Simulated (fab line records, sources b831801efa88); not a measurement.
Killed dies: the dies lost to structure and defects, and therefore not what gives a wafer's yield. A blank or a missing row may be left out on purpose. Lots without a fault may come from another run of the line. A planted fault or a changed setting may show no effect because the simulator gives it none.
A struck lot beside a sound one / flow gf180mcu / 15 out of 602 route steps
Sound: wafers L270.4, L270.5, L270.6. Wafers struck: L283.1, L283.4, L283.6. The cause comes at the end.
Order at every step that has rows: each side's tool, ch and its chambers, its first start. Under that, the readings that differ: sound wafers / struck wafers / difference of the means / sigmas: that difference in standard deviations of wafers without a fault.
alike: readings with means less than 2 such deviations apart, plus words and numbers identical on both sides. not compared: withheld readings, readings lacking a value on some wafer, bounds such as >300 that could conceal the same value, and numbers that have no deviation in the record and whose values overlap.
The two part at a step that has a row with sigmas, a row that says differs or no value, or rows on one side only. Non-overlapping numbers with no deviation appear without sigmas and do not part them. A reading that every wafer of one side lacks parts them only if that side has two wafers or more.

first, 4 steps without rows for these wafers: GF_VT_IMPLANT_SOFTBAKE_03 (time 60 s); GF_VT_IMPLANT_EXPOSE_04 (exposes mask LVPWELL LV AREA, target cd 600 nm); GF_VT_IMPLANT_PEB_05; GF_VT_IMPLANT_DEVELOP_06 (develop time 60 s).
GF_VT_IMPLANT_OVL_MEAS_07:
  sound on overlay-01 at day 7 11:37; struck on overlay-02 at day 10 18:51
  alike: VT_IMPLANT_OVL
then, 1 step without rows for these wafers: GF_VT_IMPLANT_IMPLANT_08.
GF_VT_IMPLANT_STRIP_09: strips in O2/N2.
  sound on plasmaAsher-03 ch 0,1, day 7 11:49; struck on plasmaAsher-01 ch 0, day 10 19:02
reading=heaterPowerW (W); sound=387 377 349; struck=321 320 326; difference=-49; sigmas=-2
  alike: drypumpMotorCurrentA, oesProductAu, stripTimeToEndpointS
  not compared: rfHoursCounterH
GF_VT_IMPLANT_TW_MEAS_10:
  sound on filmMetro-02 at day 7 11:55; struck on filmMetro-01 at day 10 19:08
  alike: VT_IMPLANT_TW
then, 4 steps without rows for these wafers: GF_VT_IMPLANT_DEHYDRATE_11 (time 60 s); GF_VT_IMPLANT_HMDS_12 (prime time 60 s); GF_VT_IMPLANT_COAT_13 (resist thk 1000 nm); GF_VT_IMPLANT_SOFTBAKE_14 (time 60 s).
GF_VT_IMPLANT_EXPOSE_15: exposes mask Nwell LV AREA, target cd 860 nm.
  sound on ilineStepper-01 ch 0, day 7 20:00; struck on ilineStepper-01 ch 0, day 11 03:47
reading=exposureDoseMJCm2; sound=140.19 139.79 139.93; struck=151.20 151.42 151.29; difference=+11.33; sigmas=+81
  alike: mask
then, 1 step without rows for these wafers: GF_VT_IMPLANT_PEB_16.
GF_PASSIVATION_PROBE_99:
  rows exist in the record for the sound wafers here (prober-01, day 31 07:36), none for the struck ones

## WHERE THEY PART
At GF_VT_IMPLANT_STRIP_09 first; at GF_PASSIVATION_PROBE_99 last (within this record only).

WHY: what had been put in by the simulator
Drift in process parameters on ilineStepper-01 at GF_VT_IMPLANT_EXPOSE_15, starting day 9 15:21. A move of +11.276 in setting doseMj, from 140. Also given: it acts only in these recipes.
